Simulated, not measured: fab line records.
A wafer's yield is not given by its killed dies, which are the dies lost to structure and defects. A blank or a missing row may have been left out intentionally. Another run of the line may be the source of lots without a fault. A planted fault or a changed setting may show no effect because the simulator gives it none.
Which tool did it? -- flow sky130 -- 36 wafers from 12 lots sampled at 3 of the route's 708 steps

## WHAT EACH GAUGE READ, for each wafer
SKY_VT_ADJUST_NCORE_OVL_MEAS_08. Usual: VT_ADJUST_NCORE_OVL gives -0.4 nm (standard deviation 1.5).
lot,measured,on,VT_ADJUST_NCORE_OVL (nm),flag
L221,day 8 09:53,overlay-02,-0.9 -1.2 0.4,
L222,day 8 16:08,overlay-02,-2.1 -0.9 -0.7,
L223,day 8 22:59,overlay-02,2.0 0.8 -0.2,
L225,day 9 17:28,overlay-01,2.0 2.5 2.1,
L227,day 9 23:11,overlay-02,0.2 -2.3 -1.1,
L234,day 12 07:23,overlay-02,-0.1 0.5 1.2,
L235,day 12 11:34,overlay-01,0.4 1.1 -1.6,
L239,day 13 22:45,overlay-02,-2.6 -2.2 -1.3,
L240,day 14 08:11,overlay-02,-1.0 0.7 0.1,
L241,day 14 10:51,overlay-02,-0.7 0.7 -1.0,
L242,day 14 13:50,overlay-01,-1.4 -2.5 -2.0,
L243,day 14 20:51,overlay-01,-0.7 -1.2 -1.5,

SKY_VT_ADJUST_NCORE_TW_MEAS_11. Usual: VT_ADJUST_NCORE_TW gives 221.6 (standard deviation 1.8).
lot,measured,on,VT_ADJUST_NCORE_TW,flag
L221,day 8 10:11,filmMetro-01,224.3 223.6 224.0,
L222,day 8 16:25,filmMetro-01,223.7 223.8 223.6,
L223,day 8 23:16,filmMetro-01,224.0 223.6 223.8,
L225,day 9 18:04,filmMetro-01,273.5 271.9 272.1 271.6 270.7 270.5,OFF
L227,day 9 23:48,filmMetro-01,272.4 272.4 271.2 271.4 272.5 272.1,OFF
L234,day 12 07:41,filmMetro-01,223.9 222.8 223.7,
L235,day 12 11:50,filmMetro-01,223.3 223.7 222.3,
L239,day 13 23:02,filmMetro-04,220.5 221.6 220.5,
L240,day 14 08:28,filmMetro-04,220.7 222.3 220.5,
L241,day 14 11:08,filmMetro-03,219.0 217.5 219.0,
L242,day 14 14:07,filmMetro-01,224.2 223.5 223.9,
L243,day 14 21:09,filmMetro-01,223.4 223.1 223.0,

## WHICH TOOL RAN EACH LOT (tool, then ch and the chambers of the sampled wafers, then the start)
lot,SKY_VT_ADJUST_NCORE_IMPLANT_09
L221,"implanter-01 ch 0, day 8 09:59"
L222,"implanter-04 ch 0, day 8 16:11"
L223,"implanter-01 ch 0, day 8 23:01"
L225,"implanter-02 ch 0, day 9 17:29"
L227,"implanter-04 ch 0, day 9 23:14"
L234,"implanter-02 ch 0, day 12 07:26"
L235,"implanter-01 ch 0, day 12 11:35"
L239,"implanter-04 ch 0, day 13 22:49"
L240,"implanter-04 ch 0, day 14 08:13"
L241,"implanter-01 ch 0, day 14 10:55"
L242,"implanter-01 ch 0, day 14 13:52"
L243,"implanter-02 ch 0, day 14 20:56"
- SKY_VT_ADJUST_NCORE_IMPLANT_09

## AS READ BY THE TOOLS THEMSELVES (means over the sampled wafers that have a number; for cases with no such wafer, the mark the record gives instead)
SKY_VT_ADJUST_NCORE_IMPLANT_09. Usual: beamOnS at 10.02 s, with a standard deviation of 0.2.
lot,tool,beamOnS (s),flag
L221,implanter-01,10.02,
L222,implanter-04,9.82,
L223,implanter-01,9.90,
L225,implanter-02,10.09,
L227,implanter-04,9.98,
L234,implanter-02,10.03,
L235,implanter-01,10.19,
L239,implanter-04,10.21,
L240,implanter-04,9.94,
L241,implanter-01,9.97,
L242,implanter-01,10.05,
L243,implanter-02,10.10,

## THE ANSWER, worked out from the rows above alone
Rule: lot off if the mean of its wafers having a number is beyond 3 standard deviations from the usual mean. Also off: a lot with no number at a reading for which 4 or more lots have one. The other lots that the step has rows for count as sound. After the gauges, taken in route order, come the tools' own readings; for these a lot's mean is taken, as printed above. At the first step where some lot is off, the reading lying furthest off is the one used; lots without a number count as furthest.
Off: L225, L227, seen at SKY_VT_ADJUST_NCORE_TW_MEAS_11 (VT_ADJUST_NCORE_TW).
If a tool, at a process step before that reading, ran all the lots that are off and no sound lot after the first of them, it fits. Gauges at SKY_VT_ADJUST_NCORE_TW_MEAS_11: tried the same way as those tools. Not one of the candidates tried fits.

## WHAT HAD BEEN PUT IN BY THE SIMULATOR
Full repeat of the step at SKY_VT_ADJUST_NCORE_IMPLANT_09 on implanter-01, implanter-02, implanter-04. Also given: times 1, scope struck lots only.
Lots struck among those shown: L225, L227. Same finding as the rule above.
